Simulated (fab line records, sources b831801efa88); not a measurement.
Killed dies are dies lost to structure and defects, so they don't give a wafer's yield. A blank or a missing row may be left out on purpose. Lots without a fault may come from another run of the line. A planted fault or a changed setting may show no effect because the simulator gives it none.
Chamber matching | flow sky130 | SKY_VIA1_HDPCVD_00 on hdpcvd-01: 3 sister chambers
The step deposits SiO2, target thk 1030 nm, time 171.7 s. 3 wafers are shown with their chamber, then 8 later ones without.

WAFERS WITH THEIR CHAMBER
wafer  | chamber | sih4_flow_sccm (sccm)
L682.1 | 0       | 60.00
L682.5 | 1       | 60.24
L684.1 | 2       | 60.00

WAFERS WITHOUT THEIR CHAMBER
wafer  | sih4_flow_sccm (sccm)
L684.2 | 59.70
L684.6 | 60.11
L686.2 | 60.11
L686.3 | 59.71
L686.6 | 59.79
L687.2 | 60.05
L687.3 | 60.08
L687.5 | 59.93

WHICH CHAMBER EACH WENT THROUGH
wafer  | from the rows above          | in truth
L684.2 | can't be placed: 0 or 2 or 1 | 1
L684.6 | can't be placed: 0 or 2 or 1 | 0
L686.2 | can't be placed: 0 or 2 or 1 | 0
L686.3 | can't be placed: 0 or 2 or 1 | 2
L686.6 | can't be placed: 0 or 2 or 1 | 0
L687.2 | can't be placed: 0 or 2 or 1 | 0
L687.3 | can't be placed: 0 or 2 or 1 | 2
L687.5 | can't be placed: 0 or 2 or 1 | 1
Placed correctly: 0 of 8. Can't be placed from these rows: 8 (the true chamber is among the candidates in 8). Placed wrongly: 0.
How it was worked out, from the rows above alone: a wafer's distance from a chamber is the root of the sum, over the readings, of the square of ((its reading less the chamber's mean) divided by the reading's scatter). The wafer belongs to the nearest chamber; if the next one is less than 2 further off, it can't be placed. A chamber's mean is the mean of its shown wafers. The scatter: with one shown wafer a chamber, the root of the mean of the squares of how far each hidden wafer lies from its nearest shown one.
